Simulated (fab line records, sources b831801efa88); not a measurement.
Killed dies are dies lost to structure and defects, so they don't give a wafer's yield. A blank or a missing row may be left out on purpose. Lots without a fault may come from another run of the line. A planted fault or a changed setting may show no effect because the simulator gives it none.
Chamber matching | flow gf180mcu | GF_CONTACT_CVD_02 on pecvd-04: 3 sister chambers
The step deposits SiO2 from TEOS, target thk 860 nm, time 95.992 s. 3 wafers are shown with their chamber, then 7 later ones without.

WAFERS WITH THEIR CHAMBER
wafer  | chamber | heater_power_w (W)
L702.3 | 0       | 564
L703.1 | 2       | 661
L703.3 | 1       | 654

WAFERS WITHOUT THEIR CHAMBER
wafer  | heater_power_w (W)
L703.4 | 676
L705.3 | 579
L705.5 | 641
L705.6 | 624
L706.2 | 663
L706.3 | 543
L706.5 | 529

WHICH CHAMBER EACH WENT THROUGH
wafer  | from the rows above          | in truth
L703.4 | can't be placed: 2 or 1      | 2
L705.3 | 0                            | 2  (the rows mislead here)
L705.5 | can't be placed: 1 or 2      | 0
L705.6 | can't be placed: 1 or 2 or 0 | 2
L706.2 | can't be placed: 2 or 1      | 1
L706.3 | 0                            | 0
L706.5 | 0                            | 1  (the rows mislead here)
Placed correctly: 1 of 7. Can't be placed from these rows: 4 (the true chamber is among the candidates in 3). Placed wrongly: 2.
How it was worked out, from the rows above alone: a wafer's distance from a chamber is the root of the sum, over the readings, of the square of ((its reading less the chamber's mean) divided by the reading's scatter). The wafer belongs to the nearest chamber; if the next one is less than 2 further off, it can't be placed. A chamber's mean is the mean of its shown wafers. The scatter: with one shown wafer a chamber, the root of the mean of the squares of how far each hidden wafer lies from its nearest shown one.
